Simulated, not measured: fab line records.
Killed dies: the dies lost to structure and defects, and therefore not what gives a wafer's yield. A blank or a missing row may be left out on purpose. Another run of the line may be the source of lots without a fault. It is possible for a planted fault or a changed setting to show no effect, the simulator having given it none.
Split-lot trial | flow sky130 | 23 wafers read across 5 lots, on a route 708 steps long

== SPLIT DETAILS ==
At SKY_FIELD_ISO_EXPOSE_10 (exposes mask FOM, target cd 150 nm), the setting dose-mj was moved away from the recipe's 28 on 7 of the 23 wafers read, by -5.3% to -3.2%. For the rest of the wafers, this setting stayed at what the recipe calls for.

== FROM THE SPLIT TO THE READING: what the file shows between them, 2 steps ==
- SKY_FIELD_ISO_PEB_11
- SKY_FIELD_ISO_DEVELOP_12: develop time 60 s

== THE READING ==
Shown in nm: cd-nm at SKY_FIELD_ISO_CD_MEAS_13, with target cd 150 nm. On this fab line, fault-free wafers typically give 150.5 nm with a standard deviation of 1.6 nm.

wafer  | tool, chamber at the split | dose-mj as run | against the recipe | cd-nm, nm | against lot-mates on the recipe
L076.2 | krf-scanner-01, 0          | 27.09          | -3.2%              | 154.5     | +6.2
L076.3 | krf-scanner-01, 0          | 28             | recipe             | 148.6     | -
L076.4 | krf-scanner-01, 0          | 27.09          | -3.2%              | 154.4     | +6.1
L076.5 | krf-scanner-01, 0          | 28             | recipe             | 148.1     | -
L076.6 | krf-scanner-01, 0          | 27.09          | -3.2%              | 154.1     | +5.8
L079.1 | krf-scanner-01, 0          | 26.52          | -5.3%              | 161.8     | +11.4
L079.2 | krf-scanner-01, 0          | 28             | recipe             | 150.2     | -
L079.3 | krf-scanner-01, 0          | 28             | recipe             | 152.1     | -
L079.4 | krf-scanner-01, 0          | 28             | recipe             | 149.0     | -
L079.5 | krf-scanner-01, 0          | 26.52          | -5.3%              | 160.8     | +10.4
L080.1 | krf-scanner-01, 0          | 28             | recipe             | 151.0     | -
L080.3 | krf-scanner-01, 0          | 28             | recipe             | 150.4     | -
L080.4 | krf-scanner-01, 0          | 28             | recipe             | 148.8     | -
L080.5 | krf-scanner-01, 0          | 28             | recipe             | 149.9     | -
L080.6 | krf-scanner-01, 0          | 28             | recipe             | 150.6     | -
L081.1 | krf-scanner-01, 0          | 28             | recipe             | 153.0     | -
L081.2 | krf-scanner-01, 0          | 28             | recipe             | 150.6     | -
L081.6 | krf-scanner-01, 0          | 28             | recipe             | 151.9     | -
L085.1 | krf-scanner-01, 0          | 27.03          | -3.5%              | 155.1     | +8.3
L085.2 | krf-scanner-01, 0          | 28             | recipe             | 146.4     | -
L085.4 | krf-scanner-01, 0          | 28             | recipe             | 145.9     | -
L085.5 | krf-scanner-01, 0          | 27.03          | -3.5%              | 154.8     | +8.0
L085.6 | krf-scanner-01, 0          | 28             | recipe             | 148.2     | -

FIT RESULTS
A straight line over all 23 wafers: cd-nm changes by -1.87 nm for each +1% of dose-mj; r = -0.89; the points scatter about the line by 1.9 nm.
The same after taking each lot's own level away (the mean of its wafers on the recipe; 23 wafers): -2.06 nm for each +1%; r = -0.97; scatter 0.92 nm.
On that fit, the largest move of dose-mj shifts the reading by 11 nm.
Across the lots, their own levels run from 146.83 to 151.83 nm, a range of 3.1 times the standard deviation given above.
So the lot-to-lot level changes the slope little: the two slopes agree.
Check: with one of the wafers moved furthest among these (-5.3%) left out of the fit, the line predicts +10.7 nm for it against its lot-mates. Against them it came out at +11.4 nm.

== THE WHOLE CHAIN: every reading that the file lists as answering this split, in the file's order ==
step                     | what it does                                                                 | reading                                                          | change (the file's fit)              | r (the file's)
SKY_FIELD_ISO_CD_MEAS_13 | target cd 150 nm                                                             | cd-nm                                                            | -2.08 nm for each +1% of the setting | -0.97
SKY_FIELD_ISO_ETCH_14    | etches BARC in N2/H2, stops on SiO2, time 45.9 s, target depth 60 nm         | FIELD_ISO.cd-nm (the simulator's own value, which no gauge read) | -2.06 nm for each +1% of the setting | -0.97
SKY_FIELD_ISO_ETCH_15    | etches the open film in CHF3/O2, stops on Si, target depth 180 nm, time 72 s | FIELD_ISO.cd-nm (the simulator's own value, which no gauge read) | -1.99 nm for each +1% of the setting | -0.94

== FILE'S OWN FIT ==
cd-nm changes by -2.08 nm for each +1% of dose-mj, r = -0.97.
